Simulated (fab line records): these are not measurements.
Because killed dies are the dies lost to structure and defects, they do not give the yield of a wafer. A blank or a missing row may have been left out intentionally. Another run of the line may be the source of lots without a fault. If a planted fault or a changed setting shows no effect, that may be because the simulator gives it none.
A lot that was struck, set against a sound lot	flow sky130	16 steps out of a route of 708
Sound: wafers L403.3, L403.4, L403.6. Struck: wafers L405.3, L405.5 (left out: L405.6, a lot-mate that was not struck); the cause follows at the end.
Order at every step that has rows: each side's tool, ch and its chambers, its first start. Under that, the readings that differ: sound wafers	struck wafers	difference of the means	sigmas: that difference in standard deviations of wafers without a fault.
alike: readings with means less than 2 such deviations apart, plus words and numbers identical on both sides. not compared: withheld readings, readings lacking a value on some wafer, bounds such as >300 that could conceal the same value, and numbers that have no deviation in the record and whose values overlap.
Wherever a step has rows on one side only, a row that says differs or no value, or a row with sigmas, the two part there. Numbers that don't overlap but have no deviation are shown without sigmas and don't part them. Lack of a reading on every wafer of one side parts them only where that side has two or more wafers.

first, 8 steps without rows for these wafers: SKY_POLY_GATE_DEHYDRATE_05 (time 60 s); SKY_POLY_GATE_HMDS_06 (prime time 60 s); SKY_POLY_GATE_COAT_07 (resist thk 110 nm); SKY_POLY_GATE_COAT_08 (resist thk 450 nm); SKY_POLY_GATE_SOFTBAKE_09 (time 90 s); SKY_POLY_GATE_EXPOSE_10 (exposes mask P1M, target cd 150 nm); SKY_POLY_GATE_PEB_11; SKY_POLY_GATE_DEVELOP_12 (develop time 60 s).
SKY_POLY_GATE_CD_MEAS_13: the cd target is 150 nm.
  sound on cd_sem-01 at day 16 05:36; struck on cd_sem-01 at day 17 05:06
  alike: cd_nm
SKY_POLY_GATE_OVL_MEAS_14:
  sound on overlay-01 at day 16 05:41; struck on overlay-01 at day 17 05:12
  alike: POLY_GATE_OVL
SKY_POLY_GATE_ETCH_15: etches BARC in N2/H2, stops on SiO2, time 118.5 s, target depth 110 nm.
  sound on rie_diel-03 ch 0,1,3, day 16 05:43; struck on rie_diel-03 ch 1,3, day 17 05:13
  alike: drypump_motor_current_A, h2_flow_sccm, oes_product_au, throttle_valve_pct
  not compared: rf_hours_counter_h
SKY_POLY_GATE_ETCH_16: etches Si3N4 in CH3F/O2, stops on poly-Si, time 147.5 s, target depth 75 nm.
  sound on rie_diel-03 ch 0,1,3, day 16 05:48; struck on rie_diel-03 ch 1,3, day 17 05:18
  alike: drypump_motor_current_A, oes_product_au, throttle_valve_pct
  not compared: rf_hours_counter_h
SKY_POLY_GATE_ETCH_17: etches poly-Si in HBr/Cl2, stops on SiO2, target depth 180 nm, time 70.5 s.
  sound on rie_si-01 ch 0,1,3, day 16 05:54; struck on rie_si-01 ch 2,3, day 17 05:24
reading	sound	struck	difference	sigmas
model.KrF-thick_of_POLY_GATE_COAT_08.thk_nm (nm)	143.8 137 140	104.3 101.1	-37.6	
model.SiO2_of_SONOS_ONO_CVD_04.thk_nm (nm)	4.336 4.189 4.217	2.971 3.034	-1.245	
  alike: drypump_motor_current_A, oes_product_au, throttle_valve_pct
  not compared: rf_hours_counter_h
SKY_POLY_GATE_STRIP_18: strips in O2/N2.
  sound on plasma_asher-03 ch 0,1, day 16 05:59; struck on plasma_asher-04 ch 0, day 17 05:29
reading	sound	struck	difference	sigmas
oes_product_au (a.u.)	0.355 0.350 0.369	0.344 0.343	-0.014	-3
strip_time_to_endpoint_s (s)	3.22 3.13 3.16	2.79 2.75	-0.40	-10
  alike: drypump_motor_current_A
  not compared: rf_hours_counter_h
then, 1 step without rows for these wafers: SKY_POLY_GATE_CLEAN_19 (cleans in SC1/SC2, time 150 s).
-- record jumps: 29 days separate the struck wafers' starts on either side; left off in module POLY_GATE, taken up again in module PAD_OPEN, whose first shown step is the route's number 708 --
SKY_PAD_OPEN_PROBE_99:
  sound on prober-01 at day 45 13:43; struck on prober-01 at day 46 07:58
reading	sound	struck	difference	sigmas
killed_at_other	1 1 0	2 3	+2	+3
model.etest.tip_sonos.rs_ohm_sq	2701 2728 2748	2446 2438	-284	
model.etest.tip_n.rs_ohm_sq	440 435.4 436.1	433.5 431.3	-4.8	
model.etest.res_pdiff_hv.rs_ohm_sq	190.8 190.4 190.8	178.8 180.5	-11.0	
  alike: killed_at_M0_to_M3, killed_at_M4_up, killed_at_contacts, killed_at_front_end, killed_dies, killed_open, killed_short

## WHERE THEY PART
Last at SKY_PAD_OPEN_PROBE_99 as far as this record goes, first at SKY_POLY_GATE_STRIP_18.

WHY: what had been put in by the simulator
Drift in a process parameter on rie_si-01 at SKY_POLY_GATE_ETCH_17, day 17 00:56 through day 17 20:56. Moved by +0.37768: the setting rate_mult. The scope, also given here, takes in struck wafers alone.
